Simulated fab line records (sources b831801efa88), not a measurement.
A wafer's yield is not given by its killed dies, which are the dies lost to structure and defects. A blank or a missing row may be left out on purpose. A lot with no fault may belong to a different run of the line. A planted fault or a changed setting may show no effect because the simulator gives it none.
fab line records :: flow sky130
record
  lots=6
  wafers=18
  lastDay=48
route steps=708 shown DNWELL@35 PWDE@45
lots that met no fault: from a run of the same line without faults
startH: start of the lot's first displayed wafer, in hours after the record's first day :: waitH: hours since the lot's step before :: " identical to the entry in the row above :: L1.1+2: one row covering several wafers at once :: - no value, or no start given :: * or withheld: withheld :: < > ~ a bound
route shown NAME@n: NAME is a module with steps in the file, n the number in the route of the first one :: usual: mean and standard deviation over wafers with no fault :: same: alike in all rows :: chamber/n: place in a boat :: sites: the reading at each site :: _std_site: how widely they spread, as a standard deviation :: _edge_site: inner sites' mean taken away from outer sites' mean :: radiusMm: how far each site lies from the wafer's centre :: mask NAME#n: copy n :: behind: the last tool/chamber to shape the wafer :: hold: reason for holding the lot/hours on hold/outcome of the hold :: device: which transistor (n, p or np) failed to switch :: end of line: the same wafers' tests at the end of the route :: for a step that has no rows: nothing shown but its recipe :: killed: dies lost to structure and defects at the first sort, not the wafer's yield :: map: a wafer's dies, marking killed ones x, the rest . and places with no die _
set.NAME: the run value of the setting; set.NAME@STEP: its run value at that earlier step :: model.NAME: the simulator's own value behind a step, which no gauge read
a table for each step, a row for each wafer; lots at some steps of the route
services: when a tool's chamber went out of use (startH, in hours from the record's first day, below 0 if earlier), for how many hours, and the reason
## steps
# step SKY_DNWELL_DEHYDRATE_00
# recipe
  tempC=200
  timeS=60
# step SKY_DNWELL_HMDS_01
# recipe
  primeTimeS=60
  primeTempC=120
# step SKY_DNWELL_COAT_02
# recipe
  spinRpm=2000
  resistThkNm=3000
# step SKY_DNWELL_SOFTBAKE_03
# recipe
  tempC=110
  timeS=withheld
# step SKY_DNWELL_EXPOSE_04
# recipe
  maskId=DNM
  na=0.57
  targetCdNm=3000
  doseMj=222
# step SKY_DNWELL_PEB_05
# recipe
  tempC=115
  timeS=withheld
# step SKY_DNWELL_DEVELOP_06
# recipe
  wallAngleDeg=90
  developer=TMAH
  developTimeS=60
  devTempC=23
# step SKY_DNWELL_IMPLANT_07
# recipe
  species=P
  energyKev=withheld
  doseCm2=withheld
  tiltDeg=withheld
# step SKY_DNWELL_STRIP_08
# recipe
  chemistry=O2/N2
  powerW=1400
  pressureMtorr=1500
  platenTempC=withheld
  o2FlowSccm=3000
  n2FlowSccm=300
  overashFraction=0.5
# usual
  drypumpMotorCurrentA=5.3/0.33
  oesProductAu=0.722/0.0047
  stripTimeToEndpointS=36.88/0.091
lot.wafer: L195.1
tool: plasmaAsher-02
chamber: 1
startH: 59.25
waitH: 0.1
drypumpMotorCurrentA: 5.8
oesProductAu: 0.717
rfHoursCounterH: 40
stripTimeToEndpointS: 37.05

lot.wafer: L195.4
tool: plasmaAsher-02
chamber: 1
startH: 59.25
waitH: 0.1
drypumpMotorCurrentA: 5.7
oesProductAu: 0.722
rfHoursCounterH: -
stripTimeToEndpointS: 36.94

lot.wafer: L195.5
tool: plasmaAsher-02
chamber: 0
startH: 59.25
waitH: 0.1
drypumpMotorCurrentA: 5.6
oesProductAu: 0.732
rfHoursCounterH: -
stripTimeToEndpointS: 37.03

lot.wafer: L200.1
tool: plasmaAsher-02
chamber: 1
startH: 81.40
waitH: 0.1
drypumpMotorCurrentA: 5.8
oesProductAu: 0.722
rfHoursCounterH: 43
stripTimeToEndpointS: 36.86

lot.wafer: L200.3
tool: plasmaAsher-02
chamber: 0
startH: 81.40
waitH: 0.1
drypumpMotorCurrentA: 5.5
oesProductAu: 0.727
rfHoursCounterH: -
stripTimeToEndpointS: 36.84

lot.wafer: L200.5
tool: plasmaAsher-02
chamber: 0
startH: 81.40
waitH: 0.1
drypumpMotorCurrentA: 5.6
oesProductAu: 0.724
rfHoursCounterH: -
stripTimeToEndpointS: 36.91

lot.wafer: L203.2
tool: plasmaAsher-02
chamber: 0
startH: 92.65
waitH: 0.1
drypumpMotorCurrentA: 5.6
oesProductAu: 0.714
rfHoursCounterH: 44
stripTimeToEndpointS: 37.04

lot.wafer: L203.4
tool: plasmaAsher-02
chamber: 1
startH: 92.65
waitH: 0.1
drypumpMotorCurrentA: 5.8
oesProductAu: 0.723
rfHoursCounterH: -
stripTimeToEndpointS: 36.91

lot.wafer: L203.6
tool: plasmaAsher-02
chamber: 1
startH: 92.65
waitH: 0.1
drypumpMotorCurrentA: 5.8
oesProductAu: 0.732
rfHoursCounterH: -
stripTimeToEndpointS: 37.00

lot.wafer: L205.3
tool: plasmaAsher-02
chamber: 0
startH: 106.25
waitH: 0.1
drypumpMotorCurrentA: 5.5
oesProductAu: 0.720
rfHoursCounterH: -
stripTimeToEndpointS: 36.80

lot.wafer: L205.5
tool: plasmaAsher-02
chamber: 0
startH: 106.25
waitH: 0.1
drypumpMotorCurrentA: 5.6
oesProductAu: 0.725
rfHoursCounterH: -
stripTimeToEndpointS: 36.89

lot.wafer: L205.6
tool: plasmaAsher-02
chamber: 1
startH: 106.25
waitH: 0.1
drypumpMotorCurrentA: 5.7
oesProductAu: 0.726
rfHoursCounterH: -
stripTimeToEndpointS: 36.88

lot.wafer: L208.1
tool: plasmaAsher-02
chamber: 1
startH: 123.36
waitH: 0.1
drypumpMotorCurrentA: 5.8
oesProductAu: 0.728
rfHoursCounterH: 1
stripTimeToEndpointS: 36.89

lot.wafer: L208.3
tool: plasmaAsher-02
chamber: 0
startH: 123.36
waitH: 0.1
drypumpMotorCurrentA: 5.6
oesProductAu: 0.721
rfHoursCounterH: -
stripTimeToEndpointS: 36.86

lot.wafer: L208.6
tool: plasmaAsher-02
chamber: 1
startH: 123.36
waitH: 0.1
drypumpMotorCurrentA: 5.7
oesProductAu: 0.719
rfHoursCounterH: -
stripTimeToEndpointS: 36.87

lot.wafer: L210.1
tool: plasmaAsher-04
chamber: 1
startH: 131.87
waitH: 0.1
drypumpMotorCurrentA: 5.2
oesProductAu: 0.726
rfHoursCounterH: 26
stripTimeToEndpointS: 36.94

lot.wafer: L210.4
tool: plasmaAsher-04
chamber: 0
startH: 131.87
waitH: 0.1
drypumpMotorCurrentA: 5.1
oesProductAu: 0.728
rfHoursCounterH: -
stripTimeToEndpointS: 36.93

lot.wafer: L210.5
tool: plasmaAsher-04
chamber: 1
startH: 131.87
waitH: 0.1
drypumpMotorCurrentA: 5.3
oesProductAu: 0.710
rfHoursCounterH: -
stripTimeToEndpointS: 36.74
# step SKY_DNWELL_TW_MEAS_09
# usual
  DNWELL_TW=1105/11
lot.wafer: L195.1
tool: filmMetro-01
chamber: -
startH: 59.35
waitH: 0.1
DNWELL_TW: 1089

lot.wafer: L195.4
tool: filmMetro-01
chamber: -
startH: 59.35
waitH: 0.1
DNWELL_TW: 1099

lot.wafer: L195.5
tool: filmMetro-01
chamber: -
startH: 59.35
waitH: 0.1
DNWELL_TW: 1100

lot.wafer: L200.1
tool: filmMetro-01
chamber: -
startH: 81.50
waitH: 0.1
DNWELL_TW: 1092

lot.wafer: L200.3
tool: filmMetro-01
chamber: -
startH: 81.50
waitH: 0.1
DNWELL_TW: 1093

lot.wafer: L200.5
tool: filmMetro-01
chamber: -
startH: 81.50
waitH: 0.1
DNWELL_TW: 1089

lot.wafer: L203.2
tool: filmMetro-04
chamber: -
startH: 92.76
waitH: 0.1
DNWELL_TW: 1111

lot.wafer: L203.4
tool: filmMetro-04
chamber: -
startH: 92.76
waitH: 0.1
DNWELL_TW: 1120

lot.wafer: L203.6
tool: filmMetro-04
chamber: -
startH: 92.76
waitH: 0.1
DNWELL_TW: 1111

lot.wafer: L205.3
tool: filmMetro-01
chamber: -
startH: 106.34
waitH: 0.1
DNWELL_TW: 1097

lot.wafer: L205.5
tool: filmMetro-01
chamber: -
startH: 106.34
waitH: 0.1
DNWELL_TW: 1097

lot.wafer: L205.6
tool: filmMetro-01
chamber: -
startH: 106.34
waitH: 0.1
DNWELL_TW: 1097

lot.wafer: L208.1
tool: filmMetro-04
chamber: -
startH: 123.46
waitH: 0.1
DNWELL_TW: 1115

lot.wafer: L208.3
tool: filmMetro-04
chamber: -
startH: 123.46
waitH: 0.1
DNWELL_TW: 1108

lot.wafer: L208.6
tool: filmMetro-04
chamber: -
startH: 123.46
waitH: 0.1
DNWELL_TW: 1120

lot.wafer: L210.1
tool: filmMetro-01
chamber: -
startH: 131.97
waitH: 0.1
DNWELL_TW: 1094

lot.wafer: L210.4
tool: filmMetro-01
chamber: -
startH: 131.97
waitH: 0.1
DNWELL_TW: 1101

lot.wafer: L210.5
tool: filmMetro-01
chamber: -
startH: 131.97
waitH: 0.1
DNWELL_TW: 1097
# step SKY_PWDE_DEHYDRATE_00
# recipe
  tempC=200
  timeS=60
# step SKY_PWDE_HMDS_01
# recipe
  primeTimeS=60
  primeTempC=120
# step SKY_PWDE_COAT_02
# recipe
  spinRpm=2000
  resistThkNm=3000
lot.wafer: L195.1
tool: lithoTrack-04
chamber: 0
startH: 66.15
waitH: 0.1
model.coat_of_PWDE_COAT_02.thkNm: 2995

lot.wafer: L195.4
tool: lithoTrack-04
chamber: 0
startH: 66.15
waitH: 0.1
model.coat_of_PWDE_COAT_02.thkNm: 2992

lot.wafer: L195.5
tool: lithoTrack-04
chamber: 0
startH: 66.15
waitH: 0.1
model.coat_of_PWDE_COAT_02.thkNm: 2985

lot.wafer: L200.1
tool: lithoTrack-02
chamber: 0
startH: 89.42
waitH: 0.1
model.coat_of_PWDE_COAT_02.thkNm: 3003

lot.wafer: L200.3
tool: lithoTrack-02
chamber: 0
startH: 89.42
waitH: 0.1
model.coat_of_PWDE_COAT_02.thkNm: 3006

lot.wafer: L200.5
tool: lithoTrack-02
chamber: 0
startH: 89.42
waitH: 0.1
model.coat_of_PWDE_COAT_02.thkNm: 3004

lot.wafer: L203.2
tool: lithoTrack-04
chamber: 0
startH: 100.63
waitH: 0.1
model.coat_of_PWDE_COAT_02.thkNm: 1108

lot.wafer: L203.4
tool: lithoTrack-04
chamber: 0
startH: 100.63
waitH: 0.1
model.coat_of_PWDE_COAT_02.thkNm: 2994

lot.wafer: L203.6
tool: lithoTrack-04
chamber: 0
startH: 100.63
waitH: 0.1
model.coat_of_PWDE_COAT_02.thkNm: 1110

lot.wafer: L205.3
tool: lithoTrack-04
chamber: 0
startH: 115.70
waitH: 0.1
model.coat_of_PWDE_COAT_02.thkNm: 1116

lot.wafer: L205.5
tool: lithoTrack-04
chamber: 0
startH: 115.70
waitH: 0.1
model.coat_of_PWDE_COAT_02.thkNm: 3000

lot.wafer: L205.6
tool: lithoTrack-04
chamber: 0
startH: 115.70
waitH: 0.1
model.coat_of_PWDE_COAT_02.thkNm: 1112

lot.wafer: L208.1
tool: lithoTrack-02
chamber: 0
startH: 132.61
waitH: 0.1
model.coat_of_PWDE_COAT_02.thkNm: 2993

lot.wafer: L208.3
tool: lithoTrack-02
chamber: 0
startH: 132.61
waitH: 0.1
model.coat_of_PWDE_COAT_02.thkNm: 2998

lot.wafer: L208.6
tool: lithoTrack-02
chamber: 0
startH: 132.61
waitH: 0.1
model.coat_of_PWDE_COAT_02.thkNm: 2992

lot.wafer: L210.1
tool: lithoTrack-03
chamber: 0
startH: 140.77
waitH: 0.1
model.coat_of_PWDE_COAT_02.thkNm: 3008

lot.wafer: L210.4
tool: lithoTrack-03
chamber: 0
startH: 140.77
waitH: 0.1
model.coat_of_PWDE_COAT_02.thkNm: 3007

lot.wafer: L210.5
tool: lithoTrack-03
chamber: 0
startH: 140.77
waitH: 0.1
model.coat_of_PWDE_COAT_02.thkNm: 3001
# step SKY_PWDE_SOFTBAKE_03
# recipe
  tempC=110
  timeS=withheld
# step SKY_PWDE_EXPOSE_04
# recipe
  maskId=PWDEM
  na=0.6
  sourceShape=conventional
  sigmaOuter=0.6
  polarization=unpolarized
  targetCdNm=840
  doseMj=214
# step SKY_PWDE_PEB_05
# recipe
  tempC=115
  timeS=withheld
# step SKY_PWDE_DEVELOP_06
# recipe
  wallAngleDeg=90
  developer=TMAH
  developTimeS=60
  devTempC=23
lot.wafer: L195.1
tool: lithoTrack-04
chamber: 0
startH: -
waitH: -
model.coat_of_PWDE_COAT_02.thkNm: 2991

lot.wafer: L195.4
tool: lithoTrack-04
chamber: 0
startH: -
waitH: -
model.coat_of_PWDE_COAT_02.thkNm: 2988

lot.wafer: L195.5
tool: lithoTrack-04
chamber: 0
startH: -
waitH: -
model.coat_of_PWDE_COAT_02.thkNm: 2980

lot.wafer: L200.1
tool: lithoTrack-02
chamber: 0
startH: -
waitH: -
model.coat_of_PWDE_COAT_02.thkNm: 2999

lot.wafer: L200.3
tool: lithoTrack-02
chamber: 0
startH: -
waitH: -
model.coat_of_PWDE_COAT_02.thkNm: 3002

lot.wafer: L200.5
tool: lithoTrack-02
chamber: 0
startH: -
waitH: -
model.coat_of_PWDE_COAT_02.thkNm: 3000

lot.wafer: L203.2
tool: lithoTrack-03
chamber: 0
startH: -
waitH: -
model.coat_of_PWDE_COAT_02.thkNm: 1104

lot.wafer: L203.4
tool: lithoTrack-03
chamber: 0
startH: -
waitH: -
model.coat_of_PWDE_COAT_02.thkNm: 2990

lot.wafer: L203.6
tool: lithoTrack-03
chamber: 0
startH: -
waitH: -
model.coat_of_PWDE_COAT_02.thkNm: 1106

lot.wafer: L205.3
tool: lithoTrack-02
chamber: 0
startH: -
waitH: -
model.coat_of_PWDE_COAT_02.thkNm: 1112

lot.wafer: L205.5
tool: lithoTrack-02
chamber: 0
startH: -
waitH: -
model.coat_of_PWDE_COAT_02.thkNm: 2996

lot.wafer: L205.6
tool: lithoTrack-02
chamber: 0
startH: -
waitH: -
model.coat_of_PWDE_COAT_02.thkNm: 1107

lot.wafer: L208.1
tool: lithoTrack-03
chamber: 0
startH: -
waitH: -
model.coat_of_PWDE_COAT_02.thkNm: 2989

lot.wafer: L208.3
tool: lithoTrack-03
chamber: 0
startH: -
waitH: -
model.coat_of_PWDE_COAT_02.thkNm: 2994

lot.wafer: L208.6
tool: lithoTrack-03
chamber: 0
startH: -
waitH: -
model.coat_of_PWDE_COAT_02.thkNm: 2988

lot.wafer: L210.1
tool: lithoTrack-03
chamber: 0
startH: -
waitH: -
model.coat_of_PWDE_COAT_02.thkNm: 3003

lot.wafer: L210.4
tool: lithoTrack-03
chamber: 0
startH: -
waitH: -
model.coat_of_PWDE_COAT_02.thkNm: 3002

lot.wafer: L210.5
tool: lithoTrack-03
chamber: 0
startH: -
waitH: -
model.coat_of_PWDE_COAT_02.thkNm: 2997
# step SKY_PWDE_OVL_MEAS_07
# usual
  PWDE_OVL=-0.9/1.5
lot.wafer: L195.1
tool: overlay-01
chamber: -
startH: 74.75
waitH: -
PWDE_OVL[nm]: 1.2

lot.wafer: L195.4
tool: overlay-01
chamber: -
startH: 74.75
waitH: -
PWDE_OVL[nm]: 1.1

lot.wafer: L195.5
tool: overlay-01
chamber: -
startH: 74.75
waitH: -
PWDE_OVL[nm]: 0.7

lot.wafer: L200.1
tool: overlay-02
chamber: -
startH: 98.56
waitH: -
PWDE_OVL[nm]: -1.4

lot.wafer: L200.3
tool: overlay-02
chamber: -
startH: 98.56
waitH: -
PWDE_OVL[nm]: -0.2

lot.wafer: L200.5
tool: overlay-02
chamber: -
startH: 98.56
waitH: -
PWDE_OVL[nm]: -1.6

lot.wafer: L203.2
tool: overlay-01
chamber: -
startH: 109.58
waitH: -
PWDE_OVL[nm]: -1.9

lot.wafer: L203.4
tool: overlay-01
chamber: -
startH: 109.58
waitH: -
PWDE_OVL[nm]: -2.2

lot.wafer: L203.6
tool: overlay-01
chamber: -
startH: 109.58
waitH: -
PWDE_OVL[nm]: -1.6

lot.wafer: L205.3
tool: overlay-02
chamber: -
startH: 124.68
waitH: -
PWDE_OVL[nm]: 0.0

lot.wafer: L205.5
tool: overlay-02
chamber: -
startH: 124.68
waitH: -
PWDE_OVL[nm]: 0.9

lot.wafer: L205.6
tool: overlay-02
chamber: -
startH: 124.68
waitH: -
PWDE_OVL[nm]: 1.2

lot.wafer: L208.1
tool: overlay-02
chamber: -
startH: 142.07
waitH: -
PWDE_OVL[nm]: -4.0

lot.wafer: L208.3
tool: overlay-02
chamber: -
startH: 142.07
waitH: -
PWDE_OVL[nm]: -3.2

lot.wafer: L208.6
tool: overlay-02
chamber: -
startH: 142.07
waitH: -
PWDE_OVL[nm]: -3.3

lot.wafer: L210.1
tool: overlay-01
chamber: -
startH: 150.87
waitH: -
PWDE_OVL[nm]: -2.6

lot.wafer: L210.4
tool: overlay-01
chamber: -
startH: 150.87
waitH: -
PWDE_OVL[nm]: -3.1

lot.wafer: L210.5
tool: overlay-01
chamber: -
startH: 150.87
waitH: -
PWDE_OVL[nm]: -2.4
# step SKY_PWDE_IMPLANT_08
# recipe
  species=B
  energyKev=150
  doseCm2=3.6e+12
  tiltDeg=withheld
# step SKY_PWDE_STRIP_09
# recipe
  chemistry=O2/N2
  powerW=1400
  pressureMtorr=1500
  platenTempC=withheld
  o2FlowSccm=3000
  n2FlowSccm=300
  overashFraction=0.5
# usual
  drypumpMotorCurrentA=5.66/0.28
  oesProductAu=0.723/0.0042
  stripTimeToEndpointS=36.91/0.098
lot.wafer: L195.1
tool: plasmaAsher-02
chamber: 1
startH: 74.94
waitH: 0.1
drypumpMotorCurrentA: 5.75
oesProductAu: 0.714
rfHoursCounterH: 42
stripTimeToEndpointS: 36.85

lot.wafer: L195.4
tool: plasmaAsher-02
chamber: 1
startH: 74.94
waitH: 0.1
drypumpMotorCurrentA: 5.75
oesProductAu: 0.721
rfHoursCounterH: -
stripTimeToEndpointS: 36.84

lot.wafer: L195.5
tool: plasmaAsher-02
chamber: 0
startH: 74.94
waitH: 0.1
drypumpMotorCurrentA: 5.56
oesProductAu: 0.723
rfHoursCounterH: -
stripTimeToEndpointS: 36.72

lot.wafer: L200.1
tool: plasmaAsher-04
chamber: 0
startH: 98.75
waitH: 0.1
drypumpMotorCurrentA: 5.14
oesProductAu: 0.728
rfHoursCounterH: 23
stripTimeToEndpointS: 36.95

lot.wafer: L200.3
tool: plasmaAsher-04
chamber: 1
startH: 98.75
waitH: 0.1
drypumpMotorCurrentA: 5.26
oesProductAu: 0.730
rfHoursCounterH: -
stripTimeToEndpointS: 36.99

lot.wafer: L200.5
tool: plasmaAsher-04
chamber: 1
startH: 98.75
waitH: 0.1
drypumpMotorCurrentA: 5.27
oesProductAu: 0.720
rfHoursCounterH: -
stripTimeToEndpointS: 36.98

lot.wafer: L203.2
tool: plasmaAsher-04
chamber: 0
startH: 109.76
waitH: 0.1
drypumpMotorCurrentA: 5.14
oesProductAu: 0.715
rfHoursCounterH: 24
stripTimeToEndpointS: 14.77

lot.wafer: L203.4
tool: plasmaAsher-04
chamber: 1
startH: 109.76
waitH: 0.1
drypumpMotorCurrentA: 5.23
oesProductAu: 0.719
rfHoursCounterH: -
stripTimeToEndpointS: 36.85

lot.wafer: L203.6
tool: plasmaAsher-04
chamber: 0
startH: 109.76
waitH: 0.1
drypumpMotorCurrentA: 5.14
oesProductAu: 0.711
rfHoursCounterH: -
stripTimeToEndpointS: 14.79

lot.wafer: L205.3
tool: plasmaAsher-02
chamber: 1
startH: 124.88
waitH: 0.1
drypumpMotorCurrentA: 5.75
oesProductAu: 0.719
rfHoursCounterH: -
stripTimeToEndpointS: 14.87

lot.wafer: L205.5
tool: plasmaAsher-02
chamber: 1
startH: 124.88
waitH: 0.1
drypumpMotorCurrentA: 5.74
oesProductAu: 0.721
rfHoursCounterH: -
stripTimeToEndpointS: 36.91

lot.wafer: L205.6
tool: plasmaAsher-02
chamber: 0
startH: 124.88
waitH: 0.1
drypumpMotorCurrentA: 5.54
oesProductAu: 0.720
rfHoursCounterH: -
stripTimeToEndpointS: 14.80

lot.wafer: L208.1
tool: plasmaAsher-02
chamber: 0
startH: 142.26
waitH: 0.1
drypumpMotorCurrentA: 5.56
oesProductAu: 0.723
rfHoursCounterH: 2
stripTimeToEndpointS: 36.83

lot.wafer: L208.3
tool: plasmaAsher-02
chamber: 0
startH: 142.26
waitH: 0.1
drypumpMotorCurrentA: 5.57
oesProductAu: 0.722
rfHoursCounterH: -
stripTimeToEndpointS: 36.88

lot.wafer: L208.6
tool: plasmaAsher-02
chamber: 1
startH: 142.26
waitH: 0.1
drypumpMotorCurrentA: 5.77
oesProductAu: 0.725
rfHoursCounterH: -
stripTimeToEndpointS: 36.83

lot.wafer: L210.1
tool: plasmaAsher-02
chamber: 1
startH: 151.06
waitH: 0.1
drypumpMotorCurrentA: 5.75
oesProductAu: 0.720
rfHoursCounterH: 3
stripTimeToEndpointS: 36.98

lot.wafer: L210.4
tool: plasmaAsher-02
chamber: 0
startH: 151.06
waitH: 0.1
drypumpMotorCurrentA: 5.56
oesProductAu: 0.721
rfHoursCounterH: -
stripTimeToEndpointS: 36.97

lot.wafer: L210.5
tool: plasmaAsher-02
chamber: 1
startH: 151.06
waitH: 0.1
drypumpMotorCurrentA: 5.75
oesProductAu: 0.719
rfHoursCounterH: -
stripTimeToEndpointS: 36.93
# step SKY_PWDE_TW_MEAS_10
# usual
  PWDE_TW=372.6/2.6
lot.wafer: L195.1
tool: filmMetro-02
chamber: -
startH: 75.04
waitH: 0.1
PWDE_TW: 372.6

lot.wafer: L195.4
tool: filmMetro-02
chamber: -
startH: 75.04
waitH: 0.1
PWDE_TW: 375.7

lot.wafer: L195.5
tool: filmMetro-02
chamber: -
startH: 75.04
waitH: 0.1
PWDE_TW: 373.0

lot.wafer: L200.1
tool: filmMetro-04
chamber: -
startH: 98.85
waitH: 0.1
PWDE_TW: 370.1

lot.wafer: L200.3
tool: filmMetro-04
chamber: -
startH: 98.85
waitH: 0.1
PWDE_TW: 371.8

lot.wafer: L200.5
tool: filmMetro-04
chamber: -
startH: 98.85
waitH: 0.1
PWDE_TW: 371.0

lot.wafer: L203.2
tool: filmMetro-01
chamber: -
startH: 109.87
waitH: 0.1
PWDE_TW: 370.0

lot.wafer: L203.4
tool: filmMetro-01
chamber: -
startH: 109.87
waitH: 0.1
PWDE_TW: 367.4

lot.wafer: L203.6
tool: filmMetro-01
chamber: -
startH: 109.87
waitH: 0.1
PWDE_TW: 369.8

lot.wafer: L205.3
tool: filmMetro-01
chamber: -
startH: 124.97
waitH: 0.1
PWDE_TW: 369.3

lot.wafer: L205.5
tool: filmMetro-01
chamber: -
startH: 124.97
waitH: 0.1
PWDE_TW: 368.6

lot.wafer: L205.6
tool: filmMetro-01
chamber: -
startH: 124.97
waitH: 0.1
PWDE_TW: 369.5

lot.wafer: L208.1
tool: filmMetro-01
chamber: -
startH: 142.36
waitH: 0.1
PWDE_TW: 368.1

lot.wafer: L208.3
tool: filmMetro-01
chamber: -
startH: 142.36
waitH: 0.1
PWDE_TW: 368.0

lot.wafer: L208.6
tool: filmMetro-01
chamber: -
startH: 142.36
waitH: 0.1
PWDE_TW: 366.9

lot.wafer: L210.1
tool: filmMetro-02
chamber: -
startH: 151.16
waitH: 0.1
PWDE_TW: 374.8

lot.wafer: L210.4
tool: filmMetro-02
chamber: -
startH: 151.16
waitH: 0.1
PWDE_TW: 375.1

lot.wafer: L210.5
tool: filmMetro-02
chamber: -
startH: 151.16
waitH: 0.1
PWDE_TW: 378.3
## services
tool: plasmaAsher-04
chamber: -
startH: 61.79
hours: 21.6
kind: repair

tool: plasmaAsher-02
chamber: -
startH: 100.24
hours: 1.0
kind: repair

tool: plasmaAsher-02
chamber: -
startH: 108.75
hours: 9.0
kind: pm

tool: plasmaAsher-02
chamber: 0
startH: 108.75
hours: 9.0
kind: ventCycle

tool: plasmaAsher-02
chamber: 1
startH: 108.75
hours: 9.0
kind: ventCycle

tool: plasmaAsher-02
chamber: 0
startH: 117.75
hours: -
kind: clean

tool: plasmaAsher-02
chamber: 1
startH: 117.75
hours: -
kind: clean
## key
firstSign
  step=SKY_PWDE_STRIP_09
  reading=stripTimeToEndpointS
  direction=down
  sigmas=99+
  usual=*
  struck=*
effect none on later readings
modelEffect
  step=SKY_PWDE_COAT_02
  value=coat_of_PWDE_COAT_02.thkNm
  without=2996
  struck=1112
modelEffect
  step=SKY_PWDE_DEVELOP_06
  value=coat_of_PWDE_COAT_02.thkNm
  without=2992
  struck=1107
metAt SKY_PWDE_COAT_02
struckWafers L203.2,L203.6,L205.3,L205.6
sortLeftOut L203.2,L203.6,L205.3,L205.6
testerLeftOut L203,L205
onsetBetween 66.15 100.63
fault
  kind=processParameterDrift
  tool=lithoTrack-04
  chamber=-
  onsetH=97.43
  steps=SKY_PWDE_COAT_02
  channel=resistThkNm
  offset=-1887
  shape=step
  endH=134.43
  scope=struckWafersOnly
  actsIn=theseRecipesOnly
  stated=3000
# testerLeftOut: of these lots the tester's yield and bins aren't shown, on N5 and GAA mostly nor the transistor test; their killed dies are dies lost to structure and defects alone, not to doping, threshold or leakage, so they don't give the yield
# sortLeftOut: the simulated sort isn't trusted on such a fault, so these wafers' sort isn't shown, and their yield isn't known
